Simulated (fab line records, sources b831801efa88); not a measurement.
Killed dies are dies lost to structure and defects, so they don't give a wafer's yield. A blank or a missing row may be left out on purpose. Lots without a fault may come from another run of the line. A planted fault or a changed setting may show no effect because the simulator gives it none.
A struck lot beside a sound one | flow sfq_line | 14 steps out of a route of 325
Sound: wafers L312.2, L312.4, L312.5. Struck: wafer L324.2. (L324.4 of the same lot was not struck and is left out.) The cause comes at the end.
At each step with rows: each side's tool, then ch and its chambers, then its first start. Under that, the readings that differ: sound wafers | struck wafers | difference of the means | sigmas: that difference in standard deviations of wafers without a fault.
alike: readings whose means differ by less than 2 such deviations, and words and numbers that are the same on both sides. not compared: withheld readings, readings that some wafer has no value for, bounds like >300 that may hide the same value, and numbers for which the record gives no deviation and whose values overlap.
The two part at a step that has a row with sigmas, a row that says differs or no value, or rows on one side only. Numbers that don't overlap but have no deviation are shown without sigmas and don't part them. A reading that every wafer of one side lacks parts them only if that side has two wafers or more.

SFQ_TRILAYER_JJ_CE_ETCH_RIE_118: chemistry SF6, target Nb, stops on Al2O3, time 97.7 s, target depth 170 nm.
  sound on rie_metal-03 ch 0, day 41 13:08; struck on rie_metal-04 ch 0, day 45 16:34
  reading                     | sound             | struck | difference | sigmas
  drypump_motor_current_A (A) | 5.1 5.1 5.1       | 6.0    | +0.9       | +2
  oes_product_au (a.u.)       | 0.997 1.006 0.991 | 0.979  | -0.019     | -2
  not compared: rf_hours_counter_h
then, 1 step without rows for these wafers: SFQ_TRILAYER_JJ_ANODIZE_ANODIZE_119.
SFQ_TRILAYER_JJ_CE_STRIP_STRIP_120: strips in O2.
  sound on rie_metal-04 ch 0, day 41 13:45; struck on rie_metal-04 ch 1, day 45 17:11
  alike: drypump_motor_current_A, oes_product_au
  not compared: rf_hours_counter_h
then, 7 steps without rows for these wafers: SFQ_TRILAYER_JJ_CE_STRIP_SOLV_CLEAN_121 (cleans in NMP, time 600 s); SFQ_TRILAYER_M5_LITHO_COAT_128 (resist thk 62 nm); SFQ_TRILAYER_M5_LITHO_COAT_123 (resist thk 600 nm); SFQ_TRILAYER_M5_LITHO_SOFTBAKE_127; SFQ_TRILAYER_M5_LITHO_EXPOSE_124 (exposes mask M5, target cd 700 nm); SFQ_TRILAYER_M5_LITHO_PEB_126 (peb time 60 s); SFQ_TRILAYER_M5_LITHO_DEVELOP_125 (time 60 s).
-- the record jumps here: 4 days lie between the struck wafers' starts before and after --
SFQ_M5_OVL_MEAS_932:
  sound on overlay-02, day 46 10:06; struck on overlay-02, day 50 01:36
  alike: M5_OVL
SFQ_TRILAYER_M5_BARC_OPEN_METAL_ETCH_161: etches BARC in O2, target depth 125 nm, time 41.7 s.
  sound on rie_metal-01 ch 0, day 46 10:09; struck on rie_metal-01 ch 1, day 50 01:38
  reading                | sound | struck | difference                   | sigmas
  rf_hours_counter_h (h) | - - - | 18     | no value on the sound wafers |
  alike: drypump_motor_current_A, oes_product_au
SFQ_TRILAYER_M5_ETCH_METAL_ETCH_126: etches Nb in Cl2/BCl3, stops on SiO2, time 203.2 s, target depth 265 nm.
  sound on rie_metal-01 ch 0, day 46 10:19; struck on rie_metal-01 ch 1, day 50 01:41
  reading                                             | sound             | struck | difference                   | sigmas
  rf_hours_counter_h (h)                              | - - -             | 18     | no value on the sound wafers |
  model.KrF_of_TRILAYER_M5_LITHO_COAT_123.thk_nm (nm) | 374.7 372.6 372.9 | 306    | -67                          |
  model.M5.feature_depth_nm (nm)                      | 163.6 160.7 161.8 | 168.7  | +6.7                         |
  model.SiO2_of_TRILAYER_I4_DEP_PECVD_099.thk_nm (nm) | 181 179.6 179.8   | 169.9  | -10.2                        |
  alike: drypump_motor_current_A, oes_product_au
SFQ_TRILAYER_M5_STRIP_STRIP_127: strips in O2.
  sound on rie_metal-01 ch 0, day 46 10:50; struck on rie_metal-01 ch 1, day 50 01:53
  reading                     | sound       | struck | difference                   | sigmas
  drypump_motor_current_A (A) | 5.0 5.0 5.0 | 5.9    | +0.9                         | +2
  rf_hours_counter_h (h)      | - - -       | 19     | no value on the sound wafers |
  alike: oes_product_au

WHERE THEY PART
First at SFQ_TRILAYER_JJ_CE_ETCH_RIE_118; last, within this record, at SFQ_TRILAYER_M5_STRIP_STRIP_127.

WHY: what the simulator had put in
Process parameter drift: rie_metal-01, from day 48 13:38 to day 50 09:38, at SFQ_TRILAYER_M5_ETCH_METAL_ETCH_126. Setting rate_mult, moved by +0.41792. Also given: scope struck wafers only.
